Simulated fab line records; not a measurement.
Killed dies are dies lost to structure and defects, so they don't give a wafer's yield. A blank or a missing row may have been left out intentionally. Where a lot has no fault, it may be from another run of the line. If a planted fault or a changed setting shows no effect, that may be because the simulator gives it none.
The tool behind it: which one? / flow gf180mcu / Sampling: 13 lots, 39 wafers, 5 of 602 route steps

## WHAT EACH GAUGE READ, for each wafer
GF_DUAL_GATE_OVL_MEAS_11.
lot=L442; measured=day 8 04:57; on=overlay-01; DUAL_GATE_OVL (nm)=-2.9 -2.4 -2.9
lot=L444; measured=day 8 16:41; on=overlay-02; DUAL_GATE_OVL (nm)=-0.1 0.0 0.1
lot=L445; measured=day 9 01:59; on=overlay-01; DUAL_GATE_OVL (nm)=-0.7 -1.3 -0.8
lot=L447; measured=day 9 16:07; on=overlay-01; DUAL_GATE_OVL (nm)=0.4 0.2 -1.4
lot=L451; measured=day 11 10:53; on=overlay-02; DUAL_GATE_OVL (nm)=0.2 -0.6 0.0
lot=L452; measured=day 11 12:50; on=overlay-01; DUAL_GATE_OVL (nm)=- - -
lot=L460; measured=day 13 12:50; on=overlay-01; DUAL_GATE_OVL (nm)=1.2 1.4 2.3
lot=L459; measured=day 13 14:05; on=overlay-02; DUAL_GATE_OVL (nm)=-0.5 -1.7 -1.8
lot=L461; measured=day 14 05:14; on=overlay-02; DUAL_GATE_OVL (nm)=0.3 -0.5 0.1
lot=L462; measured=day 14 08:13; on=overlay-01; DUAL_GATE_OVL (nm)=0.2 0.6 1.4
lot=L463; measured=day 14 09:08; on=overlay-02; DUAL_GATE_OVL (nm)=1.2 -0.3 -1.9
lot=L464; measured=day 14 16:26; on=overlay-02; DUAL_GATE_OVL (nm)=-0.8 0.4 1.3
lot=L465; measured=day 14 23:59; on=overlay-02; DUAL_GATE_OVL (nm)=-1.9 -1.3 -1.3

GF_V2_OVL_MEAS_15.
lot=L442; measured=day 19 23:37; on=overlay-02; V2_OVL (nm)=-11 -6 -5
lot=L444; measured=day 20 19:14; on=overlay-02; V2_OVL (nm)=0 2 -6
lot=L445; measured=day 21 01:18; on=overlay-01; V2_OVL (nm)=1 -2 -5
lot=L447; measured=day 21 23:18; on=overlay-01; V2_OVL (nm)=-2 6 -3
lot=L451; measured=day 24 04:29; on=overlay-01; V2_OVL (nm)=0 -6 5
lot=L460; measured=day 26 12:39; on=overlay-02; V2_OVL (nm)=-2 4 -5
lot=L459; measured=day 26 14:08; on=overlay-02; V2_OVL (nm)=8 1 5
lot=L461; measured=day 27 05:20; on=overlay-02; V2_OVL (nm)=1 -8 -14
lot=L462; measured=day 27 07:06; on=overlay-01; V2_OVL (nm)=2 10 7
lot=L463; measured=day 27 11:06; on=overlay-02; V2_OVL (nm)=-5 -14 -2
lot=L464; measured=day 27 17:51; on=overlay-01; V2_OVL (nm)=8 -4 6
lot=L465; measured=day 28 00:14; on=overlay-02; V2_OVL (nm)=3 -1 2

## WHICH TOOL RAN EACH LOT (tool, then ch and the chambers of the sampled wafers, then the start)
lot=L442; GF_DUAL_GATE_EXPOSE_08=iline-stepper-01 ch 0, day 7 21:15; GF_HV_LDD_STRIP_10=plasma-asher-03 ch 0,1, day 9 20:32; GF_SALICIDE_RTA_06=rtp-anneal-01 ch 0, day 14 21:21
lot=L444; GF_DUAL_GATE_EXPOSE_08=iline-stepper-02 ch 0, day 8 09:01; GF_HV_LDD_STRIP_10=plasma-asher-03 ch 0,1, day 10 09:13; GF_SALICIDE_RTA_06=rtp-anneal-01 ch 0, day 15 14:26
lot=L445; GF_DUAL_GATE_EXPOSE_08=iline-stepper-01 ch 0, day 8 17:47; GF_HV_LDD_STRIP_10=plasma-asher-01 ch 0,1, day 10 18:17; GF_SALICIDE_RTA_06=rtp-anneal-01 ch 0, day 15 21:08
lot=L447; GF_DUAL_GATE_EXPOSE_08=iline-stepper-01 ch 0, day 9 08:00; GF_HV_LDD_STRIP_10=plasma-asher-04 ch 0,1, day 11 09:05; GF_SALICIDE_RTA_06=rtp-anneal-02 ch 0, day 16 16:08
lot=L451; GF_DUAL_GATE_EXPOSE_08=iline-stepper-02 ch 0, day 11 01:56; GF_HV_LDD_STRIP_10=plasma-asher-03 ch 1, day 13 06:13; GF_SALICIDE_RTA_06=rtp-anneal-02 ch 0, day 18 23:35
lot=L452; GF_DUAL_GATE_EXPOSE_08=iline-stepper-01 ch 0, day 11 04:01; GF_HV_LDD_STRIP_10=-; GF_SALICIDE_RTA_06=-
lot=L460; GF_DUAL_GATE_EXPOSE_08=iline-stepper-01 ch 0, day 13 03:01; GF_HV_LDD_STRIP_10=plasma-asher-01 ch 0,1, day 15 12:28; GF_SALICIDE_RTA_06=rtp-anneal-02 ch 0, day 21 14:11
lot=L459; GF_DUAL_GATE_EXPOSE_08=iline-stepper-02 ch 0, day 13 04:42; GF_HV_LDD_STRIP_10=plasma-asher-04 ch 0,1, day 15 13:25; GF_SALICIDE_RTA_06=rtp-anneal-02 ch 0, day 21 16:30
lot=L461; GF_DUAL_GATE_EXPOSE_08=iline-stepper-01 ch 0, day 13 18:53; GF_HV_LDD_STRIP_10=plasma-asher-03 ch 0,1, day 16 06:49; GF_SALICIDE_RTA_06=rtp-anneal-02 ch 0, day 22 09:12
lot=L462; GF_DUAL_GATE_EXPOSE_08=iline-stepper-01 ch 0, day 13 22:05; GF_HV_LDD_STRIP_10=plasma-asher-01 ch 0,1, day 16 08:02; GF_SALICIDE_RTA_06=rtp-anneal-02 ch 0, day 22 12:01
lot=L463; GF_DUAL_GATE_EXPOSE_08=iline-stepper-01 ch 0, day 13 22:55; GF_HV_LDD_STRIP_10=plasma-asher-03 ch 0,1, day 16 10:54; GF_SALICIDE_RTA_06=rtp-anneal-02 ch 0, day 22 14:08
lot=L464; GF_DUAL_GATE_EXPOSE_08=iline-stepper-02 ch 0, day 14 06:50; GF_HV_LDD_STRIP_10=plasma-asher-04 ch 0,1, day 16 18:07; GF_SALICIDE_RTA_06=rtp-anneal-01 ch 0, day 22 23:28
lot=L465; GF_DUAL_GATE_EXPOSE_08=iline-stepper-02 ch 0, day 14 13:38; GF_HV_LDD_STRIP_10=plasma-asher-04 ch 0,1, day 17 02:25; GF_SALICIDE_RTA_06=rtp-anneal-01 ch 0, day 23 06:10
- GF_DUAL_GATE_EXPOSE_08: exposes mask Dualgate, target cd 700 nm.
- GF_HV_LDD_STRIP_10: strips in O2/N2.
- GF_SALICIDE_RTA_06: time 30 s.

## AS READ BY THE TOOLS THEMSELVES (means over the sampled wafers that have a number; for cases with no such wafer, the mark the record gives instead)
GF_HV_LDD_STRIP_10.
lot=L442; tool=plasma-asher-03; drypump-motor-current-A (A)=6.2; heater-power-w (W)=326; o2-flow-sccm (sccm)=2993; oes-product-au (a.u.)=0.712; strip-time-to-endpoint-s (s)=12.66
lot=L444; tool=plasma-asher-03; drypump-motor-current-A (A)=6.2; heater-power-w (W)=331; o2-flow-sccm (sccm)=2996; oes-product-au (a.u.)=0.715; strip-time-to-endpoint-s (s)=12.58
lot=L445; tool=plasma-asher-01; drypump-motor-current-A (A)=6.2; heater-power-w (W)=377; o2-flow-sccm (sccm)=3007; oes-product-au (a.u.)=0.715; strip-time-to-endpoint-s (s)=12.60
lot=L447; tool=plasma-asher-04; drypump-motor-current-A (A)=5.1; heater-power-w (W)=294; o2-flow-sccm (sccm)=3008; oes-product-au (a.u.)=0.715; strip-time-to-endpoint-s (s)=12.62
lot=L451; tool=plasma-asher-03; drypump-motor-current-A (A)=6.2; heater-power-w (W)=347; o2-flow-sccm (sccm)=2994; oes-product-au (a.u.)=0.718; strip-time-to-endpoint-s (s)=12.60
lot=L460; tool=plasma-asher-01; drypump-motor-current-A (A)=5.9; heater-power-w (W)=372; o2-flow-sccm (sccm)=2988; oes-product-au (a.u.)=0.715; strip-time-to-endpoint-s (s)=12.68
lot=L459; tool=plasma-asher-04; drypump-motor-current-A (A)=5.4; heater-power-w (W)=301; o2-flow-sccm (sccm)=3001; oes-product-au (a.u.)=0.720; strip-time-to-endpoint-s (s)=12.64
lot=L461; tool=plasma-asher-03; drypump-motor-current-A (A)=6.2; heater-power-w (W)=323; o2-flow-sccm (sccm)=3002; oes-product-au (a.u.)=0.720; strip-time-to-endpoint-s (s)=12.67
lot=L462; tool=plasma-asher-01; drypump-motor-current-A (A)=6.2; heater-power-w (W)=380; o2-flow-sccm (sccm)=2995; oes-product-au (a.u.)=0.718; strip-time-to-endpoint-s (s)=12.62
lot=L463; tool=plasma-asher-03; drypump-motor-current-A (A)=6.2; heater-power-w (W)=327; o2-flow-sccm (sccm)=2997; oes-product-au (a.u.)=0.715; strip-time-to-endpoint-s (s)=12.61
lot=L464; tool=plasma-asher-04; drypump-motor-current-A (A)=5.4; heater-power-w (W)=299; o2-flow-sccm (sccm)=2994; oes-product-au (a.u.)=0.717; strip-time-to-endpoint-s (s)=12.59
lot=L465; tool=plasma-asher-04; drypump-motor-current-A (A)=5.1; heater-power-w (W)=294; o2-flow-sccm (sccm)=3005; oes-product-au (a.u.)=0.715; strip-time-to-endpoint-s (s)=12.63

GF_SALICIDE_RTA_06.
lot=L442; tool=rtp-anneal-01; anneal-temp-c-max=532.1; chamber-o2-ppm=1.986; lamp-power-pct (%)=5.99; wafer_temp_C_max=534.4
lot=L444; tool=rtp-anneal-01; anneal-temp-c-max=531.9; chamber-o2-ppm=2.023; lamp-power-pct (%)=5.99; wafer_temp_C_max=533.7
lot=L445; tool=rtp-anneal-01; anneal-temp-c-max=532.5; chamber-o2-ppm=1.983; lamp-power-pct (%)=5.98; wafer_temp_C_max=534.6
lot=L447; tool=rtp-anneal-02; anneal-temp-c-max=531.8; chamber-o2-ppm=1.998; lamp-power-pct (%)=6.27; wafer_temp_C_max=532.1
lot=L451; tool=rtp-anneal-02; anneal-temp-c-max=531.8; chamber-o2-ppm=2.010; lamp-power-pct (%)=6.27; wafer_temp_C_max=531.3
lot=L460; tool=rtp-anneal-02; anneal-temp-c-max=531.2; chamber-o2-ppm=1.992; lamp-power-pct (%)=6.27; wafer_temp_C_max=531.4
lot=L459; tool=rtp-anneal-02; anneal-temp-c-max=531.7; chamber-o2-ppm=1.996; lamp-power-pct (%)=6.28; wafer_temp_C_max=531.4
lot=L461; tool=rtp-anneal-02; anneal-temp-c-max=532.4; chamber-o2-ppm=1.987; lamp-power-pct (%)=6.27; wafer_temp_C_max=531.4
lot=L462; tool=rtp-anneal-02; anneal-temp-c-max=532.1; chamber-o2-ppm=2.010; lamp-power-pct (%)=6.27; wafer_temp_C_max=531.3
lot=L463; tool=rtp-anneal-02; anneal-temp-c-max=531.9; chamber-o2-ppm=2.021; lamp-power-pct (%)=6.27; wafer_temp_C_max=531.9
lot=L464; tool=rtp-anneal-01; anneal-temp-c-max=532.5; chamber-o2-ppm=1.974; lamp-power-pct (%)=5.99; wafer_temp_C_max=534.8
lot=L465; tool=rtp-anneal-01; anneal-temp-c-max=532.2; chamber-o2-ppm=2.012; lamp-power-pct (%)=5.99; wafer_temp_C_max=535.0

## THE ANSWER, worked out from the rows above alone
Rule: usual is defined by the lots themselves. Put in order of their means at a reading, lots are off if they are a third of the lots or fewer, leave a main group of 4 or more, and stand apart from it by a gap of 3 or more times the standard deviation of the main group's means; of several such gaps the widest counts. Not used: any main group whose means are identical at the precision the tables above print for the reading. A lot without any number at a reading at which 4 lots or more have one is off too. Where the step has rows for the other lots, those lots are counted as sound. The gauges are gone through in route order, then the tools' own readings, and for those a lot's mean is taken as printed above. The first step at which some lot is off is used, and at that step the reading that is off furthest; a lot without a number counts as furthest.
Off: at GF_DUAL_GATE_OVL_MEAS_11 (DUAL_GATE_OVL), L452. Without a number there: L452. Mean -0.4 nm and standard deviation 1.1 in the main group.
If a tool, at a process step before that reading, ran all the lots that are off and no sound lot after the first of them, it fits. Those tools and the gauges at GF_DUAL_GATE_OVL_MEAS_11 are tried in the same way. None of those tried fits.

## WHAT THE SIMULATOR HAD PUT IN
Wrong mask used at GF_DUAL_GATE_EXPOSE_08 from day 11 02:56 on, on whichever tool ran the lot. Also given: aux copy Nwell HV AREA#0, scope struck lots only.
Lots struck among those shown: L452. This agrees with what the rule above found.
